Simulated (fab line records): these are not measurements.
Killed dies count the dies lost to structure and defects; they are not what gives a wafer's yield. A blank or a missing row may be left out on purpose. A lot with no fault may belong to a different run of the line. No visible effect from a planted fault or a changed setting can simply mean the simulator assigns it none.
What tool caused it?	flow sky130	Sampling: 24 lots, 72 wafers, 6 of 708 route steps

== WHAT THE GAUGES READ, wafer by wafer ==
SKY_GATE_OXIDE_OVL_MEAS_10. Usual: GATE_OXIDE_OVL -0.2 nm, standard deviation 0.91.
lot	measured	on	GATE_OXIDE_OVL (nm)	flag
L074	day 13 23:19	overlay-02	-0.6 0.2 0.1	
L075	day 14 08:19	overlay-01	0.1 1.0 1.5	
L076	day 14 08:37	overlay-01	-0.3 -1.2 -0.6	
L077	day 14 17:02	overlay-01	0.9 0.3 -0.2	
L078	day 15 05:50	overlay-02	-2.1 -1.0 -0.8	
L079	day 15 07:11	overlay-02	-0.9 -1.1 0.0	
L080	day 15 18:23	overlay-02	0.4 0.1 -0.1	
L081	day 16 06:59	overlay-01	0.5 -0.4 0.0	
L082	day 16 17:53	overlay-02	-0.8 -0.2 -0.3	
L083	day 17 08:00	overlay-01	-0.2 -0.9 0.1	
L084	day 18 03:35	overlay-01	-0.4 0.1 -0.7	
L085	day 18 03:53	overlay-02	-0.8 -0.3 -1.5	
L086	day 18 13:59	overlay-01	-0.4 1.0 1.2	
L087	day 18 23:40	overlay-01	-0.4 -0.6 -0.2	
L088	day 18 23:47	overlay-01	1.3 1.6 2.5	
L089	day 19 18:26	overlay-02	-0.2 -1.6 -1.0	
L091	day 20 07:26	overlay-01	-1.6 -1.4 0.6	
L090	day 20 07:44	overlay-02	-0.4 0.7 0.5	
L094	day 20 22:47	overlay-01	0.6 0.1 -0.8	
L092	day 20 23:08	overlay-02	0.6 0.1 0.7	
L093	day 20 23:26	overlay-02	-0.2 -0.1 1.7	
L095	day 21 12:22	overlay-01	-0.6 -0.5 -0.5	
L096	day 21 21:14	overlay-02	-0.7 -1.1 -1.6	
L097	day 21 21:32	overlay-01	-0.8 -1.0 0.3	

SKY_LI_CONTACT_CD_MEAS_12: the cd target is 170 nm. Usual: 169.7 nm for cd_nm, sd 1.2.
lot	measured	on	cd_nm (nm)	flag
L074	day 29 05:00	cd_sem-01	169.9 168.2 168.3	
L075	day 29 18:15	cd_sem-02	169.8 170.5 169.8	
L076	day 29 16:26	cd_sem-01	168.6 169.8 168.4	
L077	day 30 04:11	cd_sem-01	170.0 171.0 170.1	
L078	day 30 15:29	cd_sem-01	169.9 169.2 167.7	
L079	day 30 16:37	cd_sem-02	167.1 167.5 167.3	
L080	day 31 03:25	cd_sem-01	170.3 170.9 172.3	
L081	day 32 06:23	cd_sem-01	168.7 169.6 168.9	
L082	day 32 08:17	cd_sem-01	168.2 168.4 169.4	
L083	day 32 17:43	cd_sem-01	170.1 171.5 169.9	
L084	day 33 07:54	cd_sem-01	168.8 167.5 170.2	
L085	day 33 10:08	cd_sem-02	169.8 170.5 169.0	
L086	day 33 18:47	cd_sem-02	169.3 171.7 171.5	
L087	day 34 07:20	cd_sem-02	170.2 170.7 169.3	
L088	day 34 06:50	cd_sem-01	168.7 168.6 168.6	
L089	day 34 15:01	cd_sem-02	171.8 170.2 173.6	
L091	day 35 07:14	cd_sem-01	170.7 171.0 170.0	
L090	day 35 08:11	cd_sem-02	171.3 170.1 169.6	
L094	day 35 19:58	cd_sem-02	169.9 170.8 168.6	
L092	day 35 19:39	cd_sem-01	168.7 169.0 170.8	
L093	day 35 14:52	cd_sem-02	169.5 168.0 169.3	
L095	day 36 02:01	cd_sem-02	168.7 169.4 169.5	
L096	day 36 12:18	cd_sem-01	168.6 169.7 169.3	
L097	day 36 13:14	cd_sem-02	170.1 171.3 171.2	

SKY_LOCAL_INTERCONNECT_OVL_MEAS_12. Usual: LOCAL_INTERCONNECT_OVL -2 nm, standard deviation 5.3.
lot	measured	on	LOCAL_INTERCONNECT_OVL (nm)	flag
L074	day 30 10:07	overlay-02	11 4 8	
L075	day 30 23:16	overlay-01	7 0 2	
L076	day 30 22:08	overlay-01	4 -2 -5	
L077	day 31 09:13	overlay-01	-2 -1 -2	
L078	day 31 20:52	overlay-01	1 -5 0	
L079	day 31 21:57	overlay-02	3 -7 -11	
L080	day 32 08:39	overlay-02	4 5 7	
L081	day 33 10:41	overlay-02	-8 -9 -7	
L082	day 33 12:07	overlay-01	7 4 -4	
L083	day 33 21:54	overlay-01	-1 -2 6	
L084	day 34 12:04	overlay-02	-10 -5 -6	
L085	day 34 14:47	overlay-02	-4 -5 -4	
L086	day 34 22:10	overlay-02	-2 -2 -4	
L087	day 35 11:28	overlay-02	-7 -10 -7	
L088	day 35 10:50	overlay-02	-9 -4 -8	
L089	day 35 18:51	overlay-01	2 -2 1	
L091	day 36 10:48	overlay-01	-2 -5 -8	
L090	day 36 11:47	overlay-02	-9 -6 -1	
L094	day 36 23:33	overlay-02	-12 -9 -9	
L092	day 36 23:13	overlay-01	-6 -8 -5	
L093	day 36 17:13	overlay-01	1 -4 9	
L095	day 37 05:34	overlay-01	-4 -9 -11	
L096	day 37 16:07	overlay-02	-5 -7 -7	
L097	day 37 16:46	overlay-02	5 5 7	

SKY_VIA2_THK_MEAS_23: measures by xrf. Usual: VIA2_W_THK 391 nm, standard deviation 6.3.
lot	measured	on	VIA2_W_THK (nm)	flag
L074	day 36 06:30	film_metro-04	392 395 398	
L075	day 36 21:16	film_metro-03	396 394 397	
L076	day 36 18:39	film_metro-01	375 373 377	
L077	day 37 05:22	film_metro-04	403 395 396	
L078	day 37 16:47	film_metro-04	399 402 399	
L079	day 37 18:16	film_metro-01	394 388 394	
L080	day 38 05:00	film_metro-03	383 382 389	
L081	day 39 05:39	film_metro-04	398 398 396	
L082	day 39 07:26	film_metro-01	388 398 392	
L083	day 39 13:52	film_metro-03	393 393 383	
L084	day 40 04:49	film_metro-01	396 393 390	
L085	day 40 07:19	film_metro-01	390 385 388	
L086	day 40 13:40	film_metro-03	385 386 385	
L087	day 41 02:55	film_metro-03	387 388 379	
L088	day 41 02:28	film_metro-01	392 386 391	
L089	day 41 09:43	film_metro-04	397 398 397	
L091	day 41 21:26	film_metro-03	386 387 382	
L090	day 41 22:27	film_metro-01	389 387 392	
L094	day 42 11:46	film_metro-01	393 386 394	
L092	day 42 10:56	film_metro-04	391 389 389	
L093	day 42 07:09	film_metro-01	384 389 389	
L095	day 42 17:55	film_metro-03	387 382 378	
L096	day 43 01:03	film_metro-01	395 398 388	
L097	day 43 02:50	film_metro-03	394 391 388	

== WHAT TOOL EACH LOT RAN ON (gives the tool, then ch and the chambers of the sampled wafers, and finally the start) ==
lot	SKY_SD_N_STRIP_11	SKY_LI_CONTACT_CVD_21
L074	plasma_asher-03 ch 0,1, day 27 23:26	cvd_w-01 ch 0,1, day 29 05:41
L075	plasma_asher-04 ch 0,1, day 28 12:55	cvd_w-02 ch 0,1, day 29 18:57
L076	plasma_asher-04 ch 0,1, day 28 11:02	cvd_w-01 ch 0,1, day 29 17:07
L077	plasma_asher-04 ch 0,1, day 28 22:01	cvd_w-01 ch 0,1, day 30 04:52
L078	plasma_asher-04 ch 0,1, day 29 10:38	cvd_w-01 ch 0,1, day 30 16:10
L079	plasma_asher-03 ch 0,1, day 29 10:46	cvd_w-02 ch 0,1, day 30 17:19
L080	plasma_asher-03 ch 0,1, day 29 23:09	cvd_w-02 ch 0,1, day 31 04:07
L081	plasma_asher-01 ch 0,1, day 31 01:11	cvd_w-02 ch 0,1, day 32 07:06
L082	plasma_asher-01 ch 0,1, day 31 03:31	cvd_w-02 ch 0, day 32 08:59
L083	plasma_asher-01 ch 0,1, day 31 13:30	cvd_w-01 ch 0,1, day 32 18:26
L084	plasma_asher-04 ch 0,1, day 32 04:01	cvd_w-02 ch 0,1, day 33 08:37
L085	plasma_asher-04 ch 0,1, day 32 05:56	cvd_w-02 ch 0,1, day 33 10:52
L086	plasma_asher-03 ch 0,1, day 32 15:01	cvd_w-02 ch 0,1, day 33 19:28
L087	plasma_asher-01 ch 0,1, day 33 03:55	cvd_w-02 ch 0,1, day 34 08:02
L088	plasma_asher-01 ch 0,1, day 33 03:26	cvd_w-01 ch 0,1, day 34 07:33
L089	plasma_asher-04 ch 0,1, day 33 11:19	cvd_w-02 ch 0,1, day 34 15:43
L091	plasma_asher-03 ch 0,1, day 34 04:01	cvd_w-01 ch 0,1, day 35 07:58
L090	plasma_asher-04 ch 0,1, day 34 05:00	cvd_w-02 ch 1, day 35 08:55
L094	plasma_asher-01 ch 0,1, day 34 16:05	cvd_w-02 ch 0,1, day 35 20:40
L092	plasma_asher-04 ch 0,1, day 34 16:05	cvd_w-01 ch 0,1, day 35 20:22
L093	plasma_asher-04 ch 1, day 34 11:51	cvd_w-01 ch 1, day 35 15:35
L095	plasma_asher-01 ch 0,1, day 34 22:55	cvd_w-01 ch 0,1, day 36 02:44
L096	plasma_asher-04 ch 0,1, day 35 09:19	cvd_w-02 ch 0,1, day 36 12:59
L097	plasma_asher-01 ch 0,1, day 35 10:09	cvd_w-01 ch 0,1, day 36 13:58
- SKY_SD_N_STRIP_11: strips in O2/N2.
- SKY_LI_CONTACT_CVD_21: deposits W, target thk 400 nm, time 120.56 s.

== AS READ BY THE TOOLS THEMSELVES (means over the sampled wafers that have a number; for cases with no such wafer, the mark the record gives instead) ==
SKY_SD_N_STRIP_11. Usual: chamber_pressure_mTorr 1500.0 mTorr, standard deviation 1.3; drypump_motor_current_A 5.6 A, standard deviation 0.53; oes_product_au 0.528 a.u., standard deviation 0.0043; strip_time_to_endpoint_s 22.43 s, standard deviation 0.039.
lot	tool	chamber_pressure_mTorr (mTorr)	drypump_motor_current_A (A)	oes_product_au (a.u.)	strip_time_to_endpoint_s (s)	flag
L074	plasma_asher-03	1499.1	5.8	0.527	22.43	
L075	plasma_asher-04	1500.1	5.3	0.530	22.40	
L076	plasma_asher-04	1499.2	5.6	0.531	22.44	
L077	plasma_asher-04	1500.0	5.6	0.527	22.42	
L078	plasma_asher-04	1499.9	5.3	0.524	22.43	
L079	plasma_asher-03	1500.6	5.8	0.524	22.45	
L080	plasma_asher-03	1500.6	5.8	0.529	22.37	
L081	plasma_asher-01	1500.4	5.9	0.529	22.40	
L082	plasma_asher-01	1501.0	5.9	0.529	22.40	
L083	plasma_asher-01	1499.2	5.9	0.534	22.52	
L084	plasma_asher-04	1500.1	5.6	0.526	22.44	
L085	plasma_asher-04	1498.6	5.3	0.531	22.43	
L086	plasma_asher-03	1499.4	5.7	0.532	22.45	
L087	plasma_asher-01	1500.3	5.9	0.529	22.40	
L088	plasma_asher-01	1500.7	5.5	0.528	22.44	
L089	plasma_asher-04	1500.4	5.3	0.526	22.48	
L091	plasma_asher-03	1499.4	5.7	0.528	22.43	
L090	plasma_asher-04	1499.9	5.3	0.528	22.43	
L094	plasma_asher-01	1501.7	5.5	0.529	22.50	
L092	plasma_asher-04	1499.9	5.6	0.527	22.42	
L093	plasma_asher-04	1499.5	5.0	0.526	22.46	
L095	plasma_asher-01	1501.5	5.9	0.529	22.37	
L096	plasma_asher-04	1499.9	5.3	0.522	22.39	
L097	plasma_asher-01	1500.8	5.5	0.532	22.45	

SKY_LI_CONTACT_CVD_21. Usual: 878 W for heater_power_w, sd 57.
lot	tool	heater_power_w (W)	flag
L074	cvd_w-01	935	
L075	cvd_w-02	841	
L076	cvd_w-01	907	
L077	cvd_w-01	906	
L078	cvd_w-01	944	
L079	cvd_w-02	834	
L080	cvd_w-02	824	
L081	cvd_w-02	827	
L082	cvd_w-02	829	
L083	cvd_w-01	950	
L084	cvd_w-02	831	
L085	cvd_w-02	839	
L086	cvd_w-02	835	
L087	cvd_w-02	833	
L088	cvd_w-01	939	
L089	cvd_w-02	840	
L091	cvd_w-01	928	
L090	cvd_w-02	829	
L094	cvd_w-02	837	
L092	cvd_w-01	927	
L093	cvd_w-01	902	
L095	cvd_w-01	925	
L096	cvd_w-02	822	
L097	cvd_w-01	936	

== THE ANSWER, worked out from the rows above alone ==
Rule: lot off if the mean of its wafers having a number is beyond 3 standard deviations from the usual mean. Also off: a lot with no number at a reading for which 4 or more lots have one. Where the step has rows for the other lots, those lots are counted as sound. First the gauges in route order, then the tools' own readings, where a lot's mean is used as printed above. At the first step where some lot is off, the reading lying furthest off is the one used; lots without a number count as furthest.
No lot is off on any of the readings shown, so nothing can be concluded from this.

== WHAT WAS PUT IN BY THE SIMULATOR ==
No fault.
